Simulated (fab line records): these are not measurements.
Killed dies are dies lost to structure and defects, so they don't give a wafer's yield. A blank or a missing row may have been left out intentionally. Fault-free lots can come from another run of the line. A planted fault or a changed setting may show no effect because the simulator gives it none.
Code-filled problem report in 8D (eight disciplines) form    flow sky130    the parts of the form that need people (team, actions taken, sign-off) are left out

== 1. WHAT WENT WRONG ==
Wafers without a fault read 0.716 a.u. with a standard deviation of 0.0047, while oes_product_au at SKY_LDD_LDN_STRIP_12 averages 0.959 a.u. across 3 wafers of 1 lot. That is +52 standard deviations from the usual mean.
The step: strips in O2/N2.
Earliest sighting: wafer L605.2 on plasma_asher-02 at day 25 07:35. At this step, 39 wafers from 13 lots have a number in the record. Rule for "out", or "out of limits": more than 4 standard deviations from the usual mean. All remaining wafers that have a number are taken as sound.

== 2. WHAT IT IS AND WHAT IT IS NOT ==
question                     is                      is not
which readings at this step  oes_product_au          drypump_motor_current_A
which lots                   L605                    L599, L600, L601, L610, L611, L612, L613, L617, L618, L619, L620, L621
which wafers of those lots   all that have a number  -
read on which tools          plasma_asher-02         plasma_asher-03, plasma_asher-04
when                         from day 25 07:35       up to then (9 sound wafers); but 27 sound wafers of L610, L611, L612, L613, L617, L618, L619, L620, L621 came after

== 3. WHAT RULES OUT EACH SUSPECT ==
Counting: a tool at any process step up to the reading remains a suspect when it ran all the lots that are out and ran no sound lot after the first of those.
- plasma_asher-02 at SKY_LDD_LDN_STRIP_12 (strips in O2/N2): ruled out as a lasting fault. Sound lots L617, L618, L619, L620, L621 ran on it after its first lot that is out, L605 (day 25 07:35).
Left after counting: nothing in the record.

== 4. THE CAUSE (what the simulator had put in) ==
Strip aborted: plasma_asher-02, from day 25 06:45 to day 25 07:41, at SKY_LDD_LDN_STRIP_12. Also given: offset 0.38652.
Counting ruled it out, wrongly.

== 5. SEQUENCE OF EFFECTS, ordered by route ==
Each row: a reading where the mean over the struck wafers with a number is more than 3 standard deviations away from the usual. Only readings whose record carries a usual standard deviation are examined. hours: median over the lots of the time between each lot's start at the first step of this table that gives one and its start at this step. sigmas: the change, counted in usual standard deviations.
hours  step                   reading              usual       on struck wafers  change  sigmas
0      SKY_LDD_LDN_STRIP_12   oes_product_au       0.716 a.u.  0.959             +0.243  +52
535    SKY_PAD_OPEN_PROBE_99  killed_at_front_end  14          379               +365    +83
535    SKY_PAD_OPEN_PROBE_99  killed_dies          87          457               +370    +40
535    SKY_PAD_OPEN_PROBE_99  killed_on_rim        17          96                +79     +22
The process steps in it:
- SKY_LDD_LDN_STRIP_12: strips in O2/N2.
- SKY_PAD_OPEN_PROBE_99
Readings that are blank on the struck wafers while sound wafers have them: strip_time_to_endpoint_s at SKY_LDD_LDN_STRIP_12.

== 6. WHAT WOULD HAVE CAUGHT IT SOONER ==
In this record the first reading out of limits was taken at day 25 07:35, 1 hour after the fault began at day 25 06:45.
